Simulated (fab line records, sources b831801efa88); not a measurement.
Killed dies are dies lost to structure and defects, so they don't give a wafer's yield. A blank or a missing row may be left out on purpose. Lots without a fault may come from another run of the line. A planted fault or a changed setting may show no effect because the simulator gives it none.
Which tool did it? | flow gf180mcu | 24 lots, 72 wafers sampled, at 6 steps of a route of 602

WHAT THE GAUGES READ, wafer by wafer
GF_M2_CD_MEAS_14: target cd 280 nm.
lot  | measured     | on        | cd_nm (nm)
L074 | day 19 06:16 | cd_sem-02 | 280.1 279.3 280.5
L075 | day 19 17:12 | cd_sem-02 | 281.2 282.1 280.4
L076 | day 19 22:17 | cd_sem-01 | 281.6 280.5 282.1
L077 | day 20 08:42 | cd_sem-02 | 280.5 281.0 281.6
L078 | day 21 00:37 | cd_sem-02 | 279.3 279.5 277.9
L079 | day 21 08:27 | cd_sem-02 | 281.3 281.5 280.6
L080 | day 21 16:00 | cd_sem-02 | 281.2 280.5 281.6
L081 | day 22 03:47 | cd_sem-02 | 281.7 280.7 281.3
L082 | day 22 11:53 | cd_sem-01 | 279.0 279.9 280.7
L083 | day 22 15:17 | cd_sem-02 | 278.8 278.8 280.2
L084 | day 23 02:48 | cd_sem-02 | 278.9 279.4 280.2
L085 | day 23 08:39 | cd_sem-02 | 280.2 280.7 279.4
L086 | day 23 14:25 | cd_sem-02 | 278.7 279.4 279.2
L087 | day 23 20:28 | cd_sem-02 | 281.5 281.1 280.1
L088 | day 24 10:15 | cd_sem-02 | 279.8 279.6 280.3
L089 | day 24 15:22 | cd_sem-02 | 281.9 281.9 281.3
L090 | day 24 21:07 | cd_sem-01 | 281.3 281.7 281.3
L091 | day 25 11:11 | cd_sem-02 | 280.1 278.8 279.0
L092 | day 25 12:35 | cd_sem-02 | 279.3 281.3 280.8
L093 | day 25 18:26 | cd_sem-01 | 278.6 279.1 279.6
L094 | day 26 05:10 | cd_sem-01 | 276.1 277.1 276.2
L095 | day 26 13:22 | cd_sem-01 | 277.6 278.8 278.6
L096 | day 26 19:46 | cd_sem-01 | 280.4 281.1 280.4
L097 | day 27 02:55 | cd_sem-01 | 280.1 280.1 280.6

GF_V5_BOW_MEAS_05.
lot  | measured     | on            | V5_BOW (um)
L074 | day 26 09:05 | film_metro-04 | 129 150 135
L075 | day 26 18:06 | film_metro-01 | 135 135 138
L076 | day 26 20:13 | film_metro-01 | 146 131 140
L077 | day 27 06:41 | film_metro-02 | 129 139 136
L078 | day 27 19:10 | film_metro-01 | 123 128 126
L079 | day 28 02:51 | film_metro-01 | 150 134 152
L080 | day 28 10:24 | film_metro-02 | 138 132 133
L081 | day 28 18:48 | film_metro-04 | 127 118 125
L082 | day 29 02:53 | film_metro-04 | 122 116 132
L083 | day 29 03:59 | film_metro-01 | 128 129 136
L084 | day 29 14:17 | film_metro-04 | 129 135 136
L085 | day 29 18:17 | film_metro-04 | 126 123 124
L086 | day 30 00:47 | film_metro-02 | 115 129 112
L087 | day 30 05:26 | film_metro-02 | 139 139 140
L088 | day 30 15:49 | film_metro-02 | 151 153 135
L089 | day 30 19:32 | film_metro-04 | 128 153 130
L090 | day 31 02:13 | film_metro-02 | 130 122 112
L091 | day 31 13:29 | film_metro-04 | 135 123 133
L092 | day 31 15:21 | film_metro-02 | 125 136 129
L093 | day 31 20:05 | film_metro-01 | 120 113 123
L094 | day 32 04:10 | film_metro-02 | 137 143 143
L095 | day 32 10:11 | film_metro-01 | 126 133 133
L096 | day 32 16:31 | film_metro-01 | 141 135 130
L097 | day 32 20:46 | film_metro-02 | 142 136 140

WHICH TOOL RAN EACH LOT (tool, then ch and the chambers of the sampled wafers, then the start)
lot  | GF_SAB_STRIP_13                      | GF_M3_SPUTTER_04             | GF_V3_CMP_26                  | GF_MIM_SPUTTER_04
L074 | plasma_asher-01 ch 0,1, day 15 01:42 | pvd_sputter-01, day 20 09:37 | cmp-02 ch 1,3, day 22 11:51   | pvd_sputter-04, day 24 12:46
L075 | plasma_asher-02 ch 0,1, day 15 13:46 | pvd_sputter-04, day 20 20:48 | cmp-01 ch 0,1,2, day 22 21:59 | pvd_sputter-03, day 24 21:50
L076 | plasma_asher-01 ch 1, day 15 18:20   | pvd_sputter-03, day 21 01:38 | cmp-01 ch 1,2,3, day 23 01:48 | pvd_sputter-03, day 25 00:47
L077 | plasma_asher-02 ch 0,1, day 16 02:00 | pvd_sputter-04, day 21 11:42 | cmp-01 ch 2,3, day 23 13:03   | pvd_sputter-01, day 25 11:28
L078 | plasma_asher-02 ch 0,1, day 16 18:19 | pvd_sputter-03, day 22 02:54 | cmp-01 ch 0,1,2, day 24 02:05 | pvd_sputter-03, day 26 01:01
L079 | plasma_asher-04 ch 0,1, day 17 01:20 | pvd_sputter-04, day 22 10:33 | cmp-02 ch 1,2, day 24 10:13   | pvd_sputter-01, day 26 08:41
L080 | plasma_asher-01 ch 0,1, day 17 09:13 | pvd_sputter-03, day 22 18:46 | cmp-01 ch 2,3, day 24 19:16   | pvd_sputter-04, day 26 16:56
L081 | plasma_asher-02 ch 0,1, day 17 21:30 | pvd_sputter-04, day 23 06:25 | cmp-01 ch 1,3, day 25 04:36   | pvd_sputter-01, day 27 01:34
L082 | plasma_asher-04 ch 0,1, day 18 04:54 | pvd_sputter-04, day 23 13:52 | cmp-01 ch 0,1, day 25 11:42   | pvd_sputter-03, day 27 09:29
L083 | plasma_asher-02 ch 0,1, day 18 10:38 | pvd_sputter-04, day 23 17:07 | cmp-01 ch 1,2, day 25 15:10   | pvd_sputter-03, day 27 11:34
L084 | plasma_asher-02 ch 0,1, day 18 21:10 | pvd_sputter-01, day 24 04:17 | cmp-02 ch 1,2, day 26 01:52   | pvd_sputter-01, day 27 22:02
L085 | plasma_asher-01 ch 0,1, day 19 04:07 | pvd_sputter-01, day 24 09:41 | cmp-01 ch 0,1, day 26 06:43   | pvd_sputter-03, day 28 02:13
L086 | plasma_asher-04 ch 0,1, day 19 12:07 | pvd_sputter-03, day 24 15:19 | cmp-01 ch 0,1,3, day 26 12:11 | pvd_sputter-01, day 28 08:14
L087 | plasma_asher-02 ch 0,1, day 19 17:13 | pvd_sputter-04, day 24 21:29 | cmp-02 ch 1,2,3, day 26 18:15 | pvd_sputter-03, day 28 13:28
L088 | plasma_asher-01 ch 0, day 20 07:50   | pvd_sputter-01, day 25 10:52 | cmp-01 ch 0,2, day 27 06:41   | pvd_sputter-01, day 29 00:43
L089 | plasma_asher-04 ch 0,1, day 20 13:43 | pvd_sputter-04, day 25 16:17 | cmp-01 ch 1,3, day 27 11:59   | pvd_sputter-04, day 29 06:20
L090 | plasma_asher-02 ch 0,1, day 20 20:06 | pvd_sputter-03, day 25 22:01 | cmp-01 ch 0,3, day 27 17:04   | pvd_sputter-01, day 29 11:10
L091 | plasma_asher-02 ch 0, day 21 10:44   | pvd_sputter-03, day 26 11:40 | cmp-01 ch 0,3, day 28 05:56   | pvd_sputter-03, day 30 00:01
L092 | plasma_asher-01 ch 0,1, day 21 12:49 | pvd_sputter-01, day 26 12:16 | cmp-02 ch 1,2,3, day 28 07:24 | pvd_sputter-04, day 30 01:50
L093 | plasma_asher-02 ch 0,1, day 21 20:11 | pvd_sputter-01, day 26 17:17 | cmp-01 ch 0,2, day 28 11:29   | pvd_sputter-01, day 30 06:04
L094 | plasma_asher-02 ch 0,1, day 22 07:01 | pvd_sputter-01, day 27 03:38 | cmp-01 ch 1,2,3, day 28 21:35 | pvd_sputter-01, day 30 15:02
L095 | plasma_asher-04 ch 0,1, day 22 16:48 | pvd_sputter-04, day 27 12:52 | cmp-02 ch 0,2, day 29 06:07   | pvd_sputter-01, day 30 22:07
L096 | plasma_asher-01 ch 0,1, day 22 22:46 | pvd_sputter-01, day 27 19:07 | cmp-02 ch 0,2,3, day 29 11:13 | pvd_sputter-01, day 31 04:06
L097 | plasma_asher-01 ch 0,1, day 23 08:54 | pvd_sputter-01, day 28 01:53 | cmp-02 ch 0,2,3, day 29 18:40 | pvd_sputter-03, day 31 10:31
- GF_SAB_STRIP_13: strips in O2/N2.
- GF_M3_SPUTTER_04: material TiN, target thk 50 nm, time 41.7 s.
- GF_V3_CMP_26: polishes, stops on SiO2, t overpolish 15 s, target thk 0 nm.
- GF_MIM_SPUTTER_04: material TiN, target thk 50 nm, time 41.7 s.

WHAT THE TOOLS THEMSELVES READ (means of the sampled wafers that have a number; where no wafer has one, the mark that the record gives instead)
GF_SAB_STRIP_13.
lot  | tool            | drypump_motor_current_A (A) | heater_power_w (W) | oes_product_au (a.u.) | strip_time_to_endpoint_s (s)
L074 | plasma_asher-01 | 6.2                         | 291                | 0.708                 | 12.39
L075 | plasma_asher-02 | 5.8                         | 289                | 0.713                 | 12.40
L076 | plasma_asher-01 | 6.2                         | 280                | 0.709                 | 12.38
L077 | plasma_asher-02 | 5.6                         | 289                | 0.706                 | 12.44
L078 | plasma_asher-02 | 5.8                         | 291                | 0.711                 | 12.37
L079 | plasma_asher-04 | 5.4                         | 307                | 0.705                 | 12.40
L080 | plasma_asher-01 | 6.2                         | 293                | 0.711                 | 12.39
L081 | plasma_asher-02 | 5.6                         | 285                | 0.713                 | 12.40
L082 | plasma_asher-04 | 5.2                         | 314                | 0.710                 | 12.41
L083 | plasma_asher-02 | 5.9                         | 281                | 0.709                 | 12.42
L084 | plasma_asher-02 | 5.6                         | 285                | 0.709                 | 12.38
L085 | plasma_asher-01 | 6.2                         | 299                | 0.712                 | 12.37
L086 | plasma_asher-04 | 5.2                         | 316                | 0.713                 | 12.37
L087 | plasma_asher-02 | 5.6                         | 284                | 0.708                 | 12.39
L088 | plasma_asher-01 | 6.1                         | 296                | 0.711                 | 12.38
L089 | plasma_asher-04 | 5.2                         | 315                | 0.705                 | 12.36
L090 | plasma_asher-02 | 5.8                         | 287                | 0.709                 | 12.40
L091 | plasma_asher-02 | 5.4                         | 289                | 0.715                 | 12.35
L092 | plasma_asher-01 | 6.2                         | 302                | 0.707                 | 12.40
L093 | plasma_asher-02 | 5.8                         | 284                | 0.710                 | 12.41
L094 | plasma_asher-02 | 5.6                         | 286                | 0.704                 | 12.39
L095 | plasma_asher-04 | 5.2                         | 316                | 0.711                 | 12.46
L096 | plasma_asher-01 | 6.1                         | 298                | 0.712                 | 12.42
L097 | plasma_asher-01 | 6.1                         | 299                | 0.709                 | 12.38

GF_M3_SPUTTER_04.
lot  | tool           | throttle_valve_pct (%)
L074 | pvd_sputter-01 | 30.3
L075 | pvd_sputter-04 | 29.9
L076 | pvd_sputter-03 | 30.0
L077 | pvd_sputter-04 | 30.5
L078 | pvd_sputter-03 | 29.9
L079 | pvd_sputter-04 | 30.3
L080 | pvd_sputter-03 | 30.1
L081 | pvd_sputter-04 | 30.8
L082 | pvd_sputter-04 | 30.8
L083 | pvd_sputter-04 | 30.5
L084 | pvd_sputter-01 | 30.9
L085 | pvd_sputter-01 | 30.8
L086 | pvd_sputter-03 | 30.2
L087 | pvd_sputter-04 | 30.4
L088 | pvd_sputter-01 | 29.8
L089 | pvd_sputter-04 | 30.9
L090 | pvd_sputter-03 | 30.1
L091 | pvd_sputter-03 | 30.1
L092 | pvd_sputter-01 | 30.6
L093 | pvd_sputter-01 | 30.4
L094 | pvd_sputter-01 | 29.7
L095 | pvd_sputter-04 | 30.4
L096 | pvd_sputter-01 | 29.5
L097 | pvd_sputter-01 | 29.7

GF_V3_CMP_26.
lot  | tool   | motor_current_A (A) | overpolish_run_s (s) | time_to_endpoint_s (s)
L074 | cmp-02 | 10.8                | 15.017               | 79
L075 | cmp-01 | 10.6                | 14.994               | 85
L076 | cmp-01 | 10.7                | 15.001               | 84
L077 | cmp-01 | 10.0                | 15.001               | 84
L078 | cmp-01 | 10.5                | 15.003               | 81
L079 | cmp-02 | 9.6                 | 15.005               | 87
L080 | cmp-01 | 10.1                | 15.004               | 86
L081 | cmp-01 | 10.8                | 15.003               | 88
L082 | cmp-01 | 11.0                | 14.999               | 87
L083 | cmp-01 | 10.2                | 14.998               | 85
L084 | cmp-02 | 10.0                | 15.003               | 86
L085 | cmp-01 | 11.1                | 15.006               | 88
L086 | cmp-01 | 11.2                | 15.009               | 87
L087 | cmp-02 | 10.3                | 15.007               | 86
L088 | cmp-01 | 10.3                | 15.003               | 86
L089 | cmp-01 | 11.0                | 15.000               | 86
L090 | cmp-01 | 10.7                | 15.004               | 85
L091 | cmp-01 | 10.8                | 14.999               | 86
L092 | cmp-02 | 10.4                | 15.002               | 83
L093 | cmp-01 | 10.1                | 15.001               | 82
L094 | cmp-01 | 10.7                | 14.994               | 86
L095 | cmp-02 | 10.3                | 15.006               | 79
L096 | cmp-02 | 10.6                | 14.997               | 76
L097 | cmp-02 | 10.4                | 14.994               | 80

GF_MIM_SPUTTER_04.
lot  | tool           | throttle_valve_pct (%)
L074 | pvd_sputter-04 | 30.8
L075 | pvd_sputter-03 | 31.1
L076 | pvd_sputter-03 | 31.1
L077 | pvd_sputter-01 | 30.1
L078 | pvd_sputter-03 | 30.1
L079 | pvd_sputter-01 | 30.9
L080 | pvd_sputter-04 | 30.7
L081 | pvd_sputter-01 | 29.7
L082 | pvd_sputter-03 | 31.0
L083 | pvd_sputter-03 | 28.9
L084 | pvd_sputter-01 | 29.4
L085 | pvd_sputter-03 | 30.0
L086 | pvd_sputter-01 | 31.1
L087 | pvd_sputter-03 | 30.1
L088 | pvd_sputter-01 | 30.6
L089 | pvd_sputter-04 | 29.8
L090 | pvd_sputter-01 | 30.9
L091 | pvd_sputter-03 | 30.0
L092 | pvd_sputter-04 | 30.5
L093 | pvd_sputter-01 | 29.5
L094 | pvd_sputter-01 | 29.7
L095 | pvd_sputter-01 | 30.4
L096 | pvd_sputter-01 | 29.7
L097 | pvd_sputter-03 | 31.1

THE ANSWER, worked out from the rows above alone
Rule: what is usual is taken from the lots themselves. Put in order of their means at a reading, lots are off if they are a third of the lots or fewer, leave a main group of 4 or more, and stand apart from it by a gap of 3 or more times the standard deviation of the main group's means; of several such gaps the widest counts. A main group whose means are all the same, to the digits that the tables above print for the reading, isn't used. A lot without any number at a reading at which 4 lots or more have one is off too. The other lots that the step has rows for count as sound. The gauges are gone through in route order, then the tools' own readings, and for those a lot's mean is taken as printed above. The first step at which some lot is off is used, and at that step the reading that is off furthest; a lot without a number counts as furthest.
No lot is off at any reading shown: from this, nothing can be told.

WHAT THE SIMULATOR HAD PUT IN
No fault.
